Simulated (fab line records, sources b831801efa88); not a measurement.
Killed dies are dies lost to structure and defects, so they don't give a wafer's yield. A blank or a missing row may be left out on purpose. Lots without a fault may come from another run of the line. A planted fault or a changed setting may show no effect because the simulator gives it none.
A struck lot beside a sound one | flow sky130 | 43 steps out of a route of 708
Sound: wafers L520.4, L520.5, L520.6. Struck: wafer L528.6. (L528.4 of the same lot was not struck and is left out.) The cause comes at the end.
At each step with rows: each side's tool, then ch and its chambers, then its first start. Under that, the readings that differ: sound wafers | struck wafers | difference of the means | sigmas: that difference in standard deviations of wafers without a fault.
alike: readings whose means differ by less than 2 such deviations, and words and numbers that are the same on both sides. not compared: withheld readings, readings that some wafer has no value for, bounds like >300 that may hide the same value, and numbers for which the record gives no deviation and whose values overlap.
The two part at a step that has a row with sigmas, a row that says differs or no value, or rows on one side only. Numbers that don't overlap but have no deviation are shown without sigmas and don't part them. A reading that every wafer of one side lacks parts them only if that side has two wafers or more.

first, 3 steps without rows for these wafers: SKY_SONOS_ONO_WET_ETCH_18 (etches Si3N4 in H3PO4, target depth 15 nm, time 172 s); SKY_GATE_OXIDE_CLEAN_00 (cleans in SC1/SC2, time 150 s); SKY_GATE_OXIDE_OXIDATION_01 (stabilise 600 s, purge 300 s, target thk 10.268 nm).
SKY_GATE_OXIDE_THK_MEAS_02:
  sound on film_metro-02, day 13 04:25; struck on film_metro-03, day 16 16:06
  alike: GATE_OXIDE_OXIDATION_00_THK
then, 7 steps without rows for these wafers: SKY_GATE_OXIDE_DEHYDRATE_03 (time 60 s); SKY_GATE_OXIDE_HMDS_04 (prime time 60 s); SKY_GATE_OXIDE_COAT_05 (resist thk 1140 nm); SKY_GATE_OXIDE_SOFTBAKE_06 (time 60 s); SKY_GATE_OXIDE_EXPOSE_07 (exposes mask LVOM, target cd 600 nm); SKY_GATE_OXIDE_PEB_08; SKY_GATE_OXIDE_DEVELOP_09 (develop time 60 s).
SKY_GATE_OXIDE_OVL_MEAS_10:
  sound on overlay-01, day 14 05:27; struck on overlay-02, day 17 20:59
  alike: GATE_OXIDE_OVL
SKY_GATE_OXIDE_IMPLANT_11:
  sound on implanter-01 ch 0, day 14 05:41; struck on implanter-04 ch 0, day 17 21:05
then, 1 step without rows for these wafers: SKY_GATE_OXIDE_WET_ETCH_12 (etches SiO2 in dHF, target depth 16.8 nm, time 336 s).
SKY_GATE_OXIDE_STRIP_13: strips in O2/N2.
  sound on plasma_asher-01 ch 0,1, day 14 05:53; struck on plasma_asher-02 ch 0, day 17 21:18
  reading                      | sound             | struck | difference | sigmas
  strip_time_to_endpoint_s (s) | 14.17 14.15 14.19 | 14.28  | +0.11      | +3
  alike: drypump_motor_current_A, oes_product_au
  not compared: rf_hours_counter_h
SKY_GATE_OXIDE_TW_MEAS_14:
  sound on film_metro-03, day 14 05:59; struck on film_metro-03, day 17 21:23
  alike: GATE_OXIDE_TW
then, 3 steps without rows for these wafers: SKY_GATE_OXIDE_CLEAN_15 (cleans in SC1/SC2, time 150 s); SKY_GATE_OXIDE_OXIDATION_16 (stabilise 600 s, purge 300 s, target thk 3.57 nm); SKY_POLY_GATE_CVD_00 (deposits poly-Si, target thk 180 nm, time 720 s).
SKY_POLY_GATE_THK_MEAS_01:
  sound on film_metro-01, day 14 09:31; struck on film_metro-03, day 18 01:09
  alike: POLY_GATE_CVD_00_THK
then, 8 steps without rows for these wafers: SKY_RES_PROTECT_DEHYDRATE_00 (time 60 s); SKY_RES_PROTECT_HMDS_01 (prime time 60 s); SKY_RES_PROTECT_COAT_02 (resist thk 1140 nm); SKY_RES_PROTECT_SOFTBAKE_03 (time 60 s); SKY_RES_PROTECT_EXPOSE_04 (exposes mask RPM, target cd 1270 nm); SKY_RES_PROTECT_PEB_05; SKY_RES_PROTECT_DEVELOP_06 (develop time 60 s); SKY_POLY_GATE_IMPLANT_02.
SKY_RES_PROTECT_STRIP_07: strips in O2/N2.
  sound on plasma_asher-04 ch 0,1, day 15 11:47; struck on plasma_asher-04 ch 1, day 19 07:23
  alike: drypump_motor_current_A, oes_product_au, strip_time_to_endpoint_s
  not compared: rf_hours_counter_h
SKY_RES_PROTECT_TW_MEAS_08:
  sound on film_metro-04, day 15 11:53; struck on film_metro-01, day 19 07:29
  alike: POLY_GATE_TW
then, 2 steps without rows for these wafers: SKY_RES_PROTECT_CLEAN_09 (cleans in SC1/SC2, time 150 s); SKY_POLY_GATE_CVD_03 (deposits Si3N4 from DCS/NH3, target thk 75 nm, time 1290 s).
SKY_POLY_GATE_THK_MEAS_04:
  sound on film_metro-01, day 15 14:24; struck on film_metro-02, day 19 10:08
  alike: POLY_GATE_CVD_03_THK
then, 8 steps without rows for these wafers: SKY_POLY_GATE_DEHYDRATE_05 (time 60 s); SKY_POLY_GATE_HMDS_06 (prime time 60 s); SKY_POLY_GATE_COAT_07 (resist thk 110 nm); SKY_POLY_GATE_COAT_08 (resist thk 450 nm); SKY_POLY_GATE_SOFTBAKE_09 (time 90 s); SKY_POLY_GATE_EXPOSE_10 (exposes mask P1M, target cd 150 nm); SKY_POLY_GATE_PEB_11; SKY_POLY_GATE_DEVELOP_12 (develop time 60 s).
SKY_POLY_GATE_CD_MEAS_13: target cd 150 nm.
  sound on cd_sem-02, day 16 17:52; struck on cd_sem-01, day 20 17:13
  reading    | sound             | struck | difference | sigmas
  cd_nm (nm) | 148.9 148.1 148.1 | 152.4  | +4.0       | +3
-- the record jumps here: 28 days lie between the struck wafers' starts before and after (it left off in module POLY_GATE and takes up again in module PAD_OPEN, whose first step shown is number 708 of the route) --
SKY_PAD_OPEN_PROBE_99:
  sound on prober-01, day 46 05:39; struck on prober-02, day 48 17:30
  reading                                 | sound                     | struck  | difference | sigmas
  killed_at_front_end                     | 20 16 16                  | 28      | +11        | +2
  model.etest.nfet_01v8.drive_ua_um_range | 6.73 10.04 10.09          | 19.02   | +10.07     |
  model.etest.pfet_01v8.drive_ua_um_range | 5.42 9.216 7.486          | 12.76   | +5.39      |
  model.etest.pfet_01v8_lvt.vt_v_range    | 0.01601 0.01304 0.01089   | 0.1252  | +0.1119    |
  model.etest.pfet_01v8.vt_v_range        | 0.01038 0.006316 0.01272  | 0.05048 | +0.04067   |
  model.etest.nfet_01v8.vt_v_range        | 0.009144 0.01237 0.008912 | 0.01661 | +0.00647   |
  alike: killed_at_M0_to_M3, killed_at_M4_up, killed_at_contacts, killed_at_other, killed_dies, killed_on_rim, killed_open, killed_short

WHERE THEY PART
First at SKY_GATE_OXIDE_STRIP_13; last, within this record, at SKY_PAD_OPEN_PROBE_99.

WHY: what the simulator had put in
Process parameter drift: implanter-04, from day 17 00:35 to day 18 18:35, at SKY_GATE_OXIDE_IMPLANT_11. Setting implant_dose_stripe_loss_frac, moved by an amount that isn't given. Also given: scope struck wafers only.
